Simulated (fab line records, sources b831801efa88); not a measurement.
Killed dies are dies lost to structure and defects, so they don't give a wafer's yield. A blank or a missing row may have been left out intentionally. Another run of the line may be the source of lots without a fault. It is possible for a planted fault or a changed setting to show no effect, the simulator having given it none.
Which tool did it? + flow gf180mcu + 36 wafers from 12 lots sampled at 4 of the route's 602 steps

## WHAT THE GAUGES READ, wafer by wafer
GF_V2_RS_MEAS_24: measures by four-point-probe. Usual: V2_W_RS gives 0.328 ohm/sq (standard deviation 0.0048).
| lot  | measured     | on            | V2_W_RS (ohm/sq)  | flag |
|------|--------------|---------------|-------------------|------|
| L557 | day 20 20:53 | film_metro-03 | 0.334 0.336 0.331 |      |
| L558 | day 21 11:45 | film_metro-03 | 0.328 0.323 0.328 |      |
| L559 | day 21 21:08 | film_metro-03 | 0.325 0.328 0.319 |      |
| L560 | day 22 01:16 | film_metro-03 | 0.327 0.322 0.326 |      |
| L561 | day 22 21:38 | film_metro-01 | 0.296 0.298 0.297 | OFF  |
| L563 | day 23 05:45 | film_metro-03 | 0.296 0.297 0.292 | OFF  |
| L571 | day 25 19:29 | film_metro-02 | 0.325 0.327 0.331 |      |
| L573 | day 26 10:49 | film_metro-03 | 0.321 0.324 0.324 |      |
| L574 | day 26 19:51 | film_metro-02 | 0.322 0.324 0.325 |      |
| L575 | day 27 01:59 | film_metro-01 | 0.322 0.326 0.324 |      |
| L578 | day 27 22:30 | film_metro-02 | 0.322 0.324 0.327 |      |
| L579 | day 28 05:34 | film_metro-01 | 0.327 0.326 0.327 |      |

GF_V2_THK_MEAS_25: measures by xrf. Usual: V2_W_THK gives 354 nm (standard deviation 5.7).
| lot  | measured     | on            | V2_W_THK (nm) | flag |
|------|--------------|---------------|---------------|------|
| L557 | day 20 21:01 | film_metro-03 | 350 347 352   |      |
| L558 | day 21 11:52 | film_metro-03 | 352 359 353   |      |
| L559 | day 21 21:16 | film_metro-03 | 358 353 362   |      |
| L560 | day 22 01:22 | film_metro-03 | 357 362 357   |      |
| L561 | day 22 21:45 | film_metro-01 | 389 388 390   | OFF  |
| L563 | day 23 05:52 | film_metro-03 | 398 394 403   | OFF  |
| L571 | day 25 19:36 | film_metro-02 | 356 357 348   |      |
| L573 | day 26 10:56 | film_metro-03 | 362 359 355   |      |
| L574 | day 26 19:57 | film_metro-02 | 359 357 354   |      |
| L575 | day 27 02:07 | film_metro-01 | 361 360 362   |      |
| L578 | day 27 22:37 | film_metro-02 | 358 355 351   |      |
| L579 | day 28 05:40 | film_metro-01 | 352 356 356   |      |

## TOOL THAT RAN EACH LOT (tool first, then ch and the chambers of the sampled wafers, then the start)
| lot  | GF_V2_SPUTTER_22             | GF_V2_CVD_23                  |
|------|------------------------------|-------------------------------|
| L557 | pvd_sputter-01, day 20 20:44 | cvd_w-02 ch 0,1, day 20 20:46 |
| L558 | pvd_sputter-02, day 21 11:35 | cvd_w-01 ch 0,1, day 21 11:37 |
| L559 | pvd_sputter-01, day 21 20:59 | cvd_w-01 ch 0,1, day 21 21:01 |
| L560 | pvd_sputter-02, day 22 01:04 | cvd_w-01 ch 0,1, day 22 01:08 |
| L561 | pvd_sputter-01, day 22 21:29 | cvd_w-01 ch 0,1, day 22 21:31 |
| L563 | pvd_sputter-03, day 23 05:36 | cvd_w-01 ch 0,1, day 23 05:38 |
| L571 | pvd_sputter-01, day 25 19:19 | cvd_w-02 ch 0,1, day 25 19:22 |
| L573 | pvd_sputter-03, day 26 10:40 | cvd_w-01 ch 0,1, day 26 10:42 |
| L574 | pvd_sputter-02, day 26 19:40 | cvd_w-01 ch 0,1, day 26 19:44 |
| L575 | pvd_sputter-01, day 27 01:50 | cvd_w-01 ch 0,1, day 27 01:53 |
| L578 | pvd_sputter-01, day 27 22:21 | cvd_w-01 ch 0,1, day 27 22:23 |
| L579 | pvd_sputter-01, day 28 05:22 | cvd_w-01 ch 0,1, day 28 05:26 |
- GF_V2_SPUTTER_22: material TiN, target thk 10 nm, time 40 s.
- GF_V2_CVD_23: deposits W, target thk 350 nm, time 104.94 s.

## WHAT THE TOOLS THEMSELVES READ (means of the sampled wafers that have a number; where no wafer has one, the mark that the record gives instead)
GF_V2_SPUTTER_22. Usual: 30.0 % for throttle_valve_pct, sd 0.63.
| lot  | tool           | throttle_valve_pct (%) | flag |
|------|----------------|------------------------|------|
| L557 | pvd_sputter-01 | 29.8                   |      |
| L558 | pvd_sputter-02 | 31.1                   |      |
| L559 | pvd_sputter-01 | 29.6                   |      |
| L560 | pvd_sputter-02 | 30.3                   |      |
| L561 | pvd_sputter-01 | 29.8                   |      |
| L563 | pvd_sputter-03 | 29.7                   |      |
| L571 | pvd_sputter-01 | 29.6                   |      |
| L573 | pvd_sputter-03 | 29.6                   |      |
| L574 | pvd_sputter-02 | 30.4                   |      |
| L575 | pvd_sputter-01 | 29.8                   |      |
| L578 | pvd_sputter-01 | 29.9                   |      |
| L579 | pvd_sputter-01 | 29.9                   |      |

GF_V2_CVD_23. Usual: 891 W for heater_power_w, sd 40.
| lot  | tool     | heater_power_w (W) | flag |
|------|----------|--------------------|------|
| L557 | cvd_w-02 | 877                |      |
| L558 | cvd_w-01 | 875                |      |
| L559 | cvd_w-01 | 903                |      |
| L560 | cvd_w-01 | 907                |      |
| L561 | cvd_w-01 | 895                |      |
| L563 | cvd_w-01 | 866                |      |
| L571 | cvd_w-02 | 917                |      |
| L573 | cvd_w-01 | 892                |      |
| L574 | cvd_w-01 | 897                |      |
| L575 | cvd_w-01 | 883                |      |
| L578 | cvd_w-01 | 914                |      |
| L579 | cvd_w-01 | 903                |      |

## THE ANSWER, worked out from the rows above alone
Rule: a lot counts as off when the mean over its wafers that have a number is more than 3 standard deviations away from the usual mean. A lot without any number at a reading at which 4 lots or more have one is off too. The other lots that the step has rows for count as sound. The gauges are gone through in route order, then the tools' own readings, and for those a lot's mean is taken as printed above. At the first step where some lot is off, the reading lying furthest off is the one used; lots without a number count as furthest.
Off: L561, L563, seen at GF_V2_RS_MEAS_24 (V2_W_RS).
A tool fits if, at a process step before that reading, it ran every lot that is off, and no sound lot after the first of them. The gauges at GF_V2_RS_MEAS_24 are tried like those tools. None of those tried fits.

## WHAT THE SIMULATOR PUT IN
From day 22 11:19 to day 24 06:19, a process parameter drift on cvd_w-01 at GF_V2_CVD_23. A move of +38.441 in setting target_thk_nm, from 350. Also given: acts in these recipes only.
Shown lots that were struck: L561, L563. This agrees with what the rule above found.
